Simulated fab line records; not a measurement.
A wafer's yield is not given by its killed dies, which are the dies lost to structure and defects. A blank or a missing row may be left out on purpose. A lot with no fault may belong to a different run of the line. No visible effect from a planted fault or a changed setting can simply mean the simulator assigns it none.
Comparing a struck lot with a sound one	flow sfq-line	21 steps out of a route of 325
Sound: wafers L776.1, L776.3, L776.6. The struck wafers were L784.1, L784.3, L784.5. The cause comes at the end.
Per side, at each step with rows, come the tool, then ch with its chambers, and then its first start. Under that, the readings that differ: sound wafers	struck wafers	difference of the means	sigmas: that difference in standard deviations of wafers without a fault.
alike: a reading whose means differ by less than 2 such deviations, as well as words and numbers matching on both sides. not compared: withheld readings; readings where some wafer has no value; bounds like >300 that might hide an equal value; numbers whose values overlap and for which the record gives no deviation.
A row with sigmas, a row that says differs or no value, or rows on one side alone: a step with any of these is where the two part. When numbers do not overlap yet have no deviation, they are printed without sigmas and do not part them. Lack of a reading on every wafer of one side parts them only where that side has two or more wafers.

first, 3 steps without rows for these wafers: SFQ_TRILAYER_M3_LITHO_EXPOSE_076 (exposes mask M3, target cd 500 nm); SFQ_TRILAYER_M3_LITHO_PEB_078 (peb time 60 s); SFQ_TRILAYER_M3_LITHO_DEVELOP_077 (time 60 s).
SFQ_M3_OVL_MEAS_921:
  sound: overlay-01 at day 30 03:25; struck: overlay-01 at day 34 16:14
  alike: M3_OVL
SFQ_TRILAYER_M3_BARC_OPEN_METAL_ETCH_100: etches BARC in O2, target depth 125 nm, time 41.7 s.
  sound on rie-metal-03 ch 0,1, day 30 03:27; struck on rie-metal-04 ch 1, day 34 16:16
  alike: drypump-motor-current-A, oes-product-au
  not compared: rf-hours-counter-h
SFQ_TRILAYER_M3_ETCH_METAL_ETCH_078: etches Nb in Cl2/Ar, stops on SiO2, target depth 240 nm, time 120 s.
  sound on rie-metal-03 ch 0,1, day 30 03:31; struck on rie-metal-04 ch 1, day 34 16:20
  alike: drypump-motor-current-A, oes-product-au
  not compared: rf-hours-counter-h
SFQ_TRILAYER_M3_STRIP_STRIP_079: strips in O2.
  sound on rie-metal-03 ch 0,1, day 30 03:38; struck on rie-metal-04 ch 1, day 34 16:27
  alike: drypump-motor-current-A, oes-product-au
  not compared: rf-hours-counter-h
then, 1 step without rows for these wafers: SFQ_TRILAYER_M3_STRIP_SOLV_CLEAN_080 (cleans in NMP, time 600 s).
SFQ_TRILAYER_I3_DEP_PECVD_081: deposits SiO2 from SiH4/N2O, time 111.11 s, target thk 500 nm.
  sound on pecvd-03 ch 0,2, day 30 04:25; struck on pecvd-03 ch 0,1,2, day 34 17:14
  alike: heater-power-outer-w, heater-power-w, throttle-valve-pct
SFQ_TRILAYER_I3_CMP_CMP_082: polishes SiO2.
  sound on cmp-02 ch 1,3, day 30 19:50; struck on cmp-01 ch 1,2,3, day 35 07:41
  alike: motor-current-A, time-to-endpoint-s
SFQ_I3_BOW_MEAS_922:
  sound: film-metro-04 at day 30 22:20; struck: film-metro-01 at day 35 10:41
  alike: I3_BOW
next, for these wafers, 1 step has no rows: SFQ_TRILAYER_I3_METRO_MEASURE_083.
SFQ_TRILAYER_I3_VIA_LITHO_COAT_090: resist thk 62 nm.
  sound on litho-track-01 ch 0, day 30 23:39; struck on litho-track-01 ch 0, day 35 12:00
reading	sound	struck	difference	sigmas
spin-speed-rpm (rpm)	2999.6 2996.8 2999.4	1934.8 1935.4 1936.1	-1063.2	-99 or more
model.BARC_of_TRILAYER_I3_VIA_LITHO_COAT_090.thk-nm (nm)	62.2 62.12 62.36	77.25 77.27 77.54	+15.13	
  alike: exhaust-pa
then, 5 steps without rows for these wafers: SFQ_TRILAYER_I3_VIA_LITHO_COAT_085 (resist thk 650 nm); SFQ_TRILAYER_I3_VIA_LITHO_SOFTBAKE_089; SFQ_TRILAYER_I3_VIA_LITHO_EXPOSE_086 (exposes mask I3, target cd 500 nm); SFQ_TRILAYER_I3_VIA_LITHO_PEB_088 (peb time 60 s); SFQ_TRILAYER_I3_VIA_LITHO_DEVELOP_087 (time 60 s).
-- the record jumps here: 2 days lie between the struck wafers' starts before and after --
SFQ_I3_OVL_MEAS_923:
  sound: overlay-02 at day 33 11:20; struck: overlay-02 at day 37 15:43
  alike: I3_OVL
SFQ_TRILAYER_I3_VIA_BARC_OPEN_VIA_ETCH_121: etches BARC in O2, target depth 125 nm, time 41.7 s.
  sound on rie-diel-03 ch 1,2,3, day 33 11:22; struck on rie-diel-03 ch 0,2, day 37 15:45
reading	sound	struck	difference	sigmas
oes-product-au (a.u.)	0.693 0.692 0.682	0.764 0.761 0.753	+0.070	+14
model.etch.depth-nm (nm)	62.2 62.12 62.36	77.25 77.27 77.54	+15.13	
  alike: drypump-motor-current-A
  not compared: rf-hours-counter-h
then, 1 step without rows for these wafers: SFQ_TRILAYER_I3_VIA_ETCH_VIA_ETCH_088 (etches SiO2 in CHF3, stops on Nb, target depth 260 nm).

== WHERE THEY PART ==
At SFQ_TRILAYER_I3_VIA_LITHO_COAT_090 first; at SFQ_TRILAYER_I3_VIA_BARC_OPEN_VIA_ETCH_121 last (within this record only).

WHY: what the simulator had put in
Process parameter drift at SFQ_TRILAYER_I3_VIA_LITHO_COAT_090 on litho-track-01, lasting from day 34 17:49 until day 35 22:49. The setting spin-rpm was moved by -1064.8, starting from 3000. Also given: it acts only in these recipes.
